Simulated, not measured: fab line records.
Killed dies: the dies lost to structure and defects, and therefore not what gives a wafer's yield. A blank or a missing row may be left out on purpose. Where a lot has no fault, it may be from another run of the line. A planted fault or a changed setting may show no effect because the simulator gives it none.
Struck lot and sound lot, side by side ; flow sky130 ; 15 out of 708 route steps
Sound: these wafers, L532.1, L532.4, L532.6. Struck: wafer L541.1 (left out: L541.2, L541.3 of the same lot, which were not struck); the cause appears at the end.
Order at every step that has rows: each side's tool, ch and its chambers, its first start. Under that, the readings that differ: sound wafers ; struck wafers ; difference of the means ; sigmas: that difference in standard deviations of wafers without a fault.
alike: same words and numbers on both sides, and readings whose means sit less than 2 such deviations apart. not compared: any withheld reading, any reading some wafer has no value for, any bound like >300 that may hide the same value, and any number with overlapping values for which the record gives no deviation.
A row with sigmas, a row that says differs or no value, or rows on one side alone: a step with any of these is where the two part. Numbers that have no deviation but don't overlap get no sigmas and don't part them. A reading that every wafer of one side lacks parts them only if that side has two wafers or more.

first, 3 steps without rows for these wafers: SKY_METAL1_EXPOSE_12 (exposes mask MM1, target cd 140 nm); SKY_METAL1_PEB_13; SKY_METAL1_DEVELOP_14 (develop time 60 s).
SKY_METAL1_CD_MEAS_15: target cd 140 nm.
  struck on cd sem-02, day 36 04:07; sound on cd sem-01, day 33 03:57
  alike: cd nm
SKY_METAL1_OVL_MEAS_16:
  struck on overlay-02, day 36 04:14; sound on overlay-01, day 33 04:04
  alike: METAL1_OVL
SKY_METAL1_DESCUM_17: chemistry O2, time 8 s.
  sound on rie metal-04 ch 0,1, day 33 04:07; struck on rie metal-04 ch 0, day 36 04:17
  alike: drypump motor current A, oes product au, temp c
  not compared: rf hours counter h
SKY_METAL1_ETCH_18: etches BARC in N2/H2, stops on SiO2, time 45.9 s, target depth 60 nm.
  sound on rie metal-04 ch 0,1, day 33 04:08; struck on rie metal-04 ch 0, day 36 04:19
reading;sound;struck;difference;sigmas
throttle valve pct (%);13.225 13.235 13.224;13.199;-0.029;-3
  alike: drypump motor current A, n2 flow sccm, oes product au
  not compared: rf hours counter h
SKY_METAL1_METAL_ETCH_19: etches the open film in Cl2/BCl3, stops on SiO2, target depth 360 nm, time 78 s.
  sound on rie metal-04 ch 0,1, day 33 04:12; struck on rie metal-04 ch 0, day 36 04:22
  alike: drypump motor current A, oes product au, throttle valve pct
  not compared: rf hours counter h
SKY_METAL1_STRIP_20: strips in O2/N2.
  sound on plasma asher-01 ch 0,1, day 33 04:17; struck on plasma asher-03 ch 1, day 36 04:28
  alike: drypump motor current A, n2 flow sccm, oes product au, strip time to endpoint s
  not compared: rf hours counter h
then, 3 steps without rows for these wafers: SKY_METAL1_STRIP_21 (strips in post etch residue remover, time 1200 s); SKY_METAL1_CLEAN_22 (cleans in IPA, time 180 s); SKY_METAL1_CLEAN_23 (cleans in O3/DIW).
SKY_VIA1_HDPCVD_00: deposits SiO2, target thk 1030 nm, time 171.7 s.
  sound on hdpcvd-01 ch 0,2, day 33 04:53; struck on hdpcvd-01 ch 2, day 36 05:07
reading;sound;struck;difference;sigmas
run length s (s);199.3 199.2 199.4;155.5;-43.8;-81
model.SiO2_of_VIA1_HDPCVD_00.thk nm (nm);1039 1051 1037;760.1;-282.2;
  not compared: susceptor temp C
SKY_VIA1_THK_MEAS_01:
  struck on film metro-02, day 36 05:27; sound on film metro-01, day 33 05:03
reading;sound;struck;difference;sigmas
VIA1_HDPCVD_THK (nm);1040 1051 1037;761;-282;-28
  not compared: hold
SKY_VIA1_CMP_02: polishes SiO2.
  sound on cmp-02 ch 1,2,3, day 33 05:10; struck on cmp-02 ch 3, day 36 13:13
reading;sound;struck;difference;sigmas
hold;- - -;await dispo/7.7h/release;no value on the sound wafers;
  alike: motor current A

## WHERE THEY PART
At SKY_METAL1_ETCH_18 first; at SKY_VIA1_CMP_02 last (within this record only).

WHY: whatever the simulator had introduced
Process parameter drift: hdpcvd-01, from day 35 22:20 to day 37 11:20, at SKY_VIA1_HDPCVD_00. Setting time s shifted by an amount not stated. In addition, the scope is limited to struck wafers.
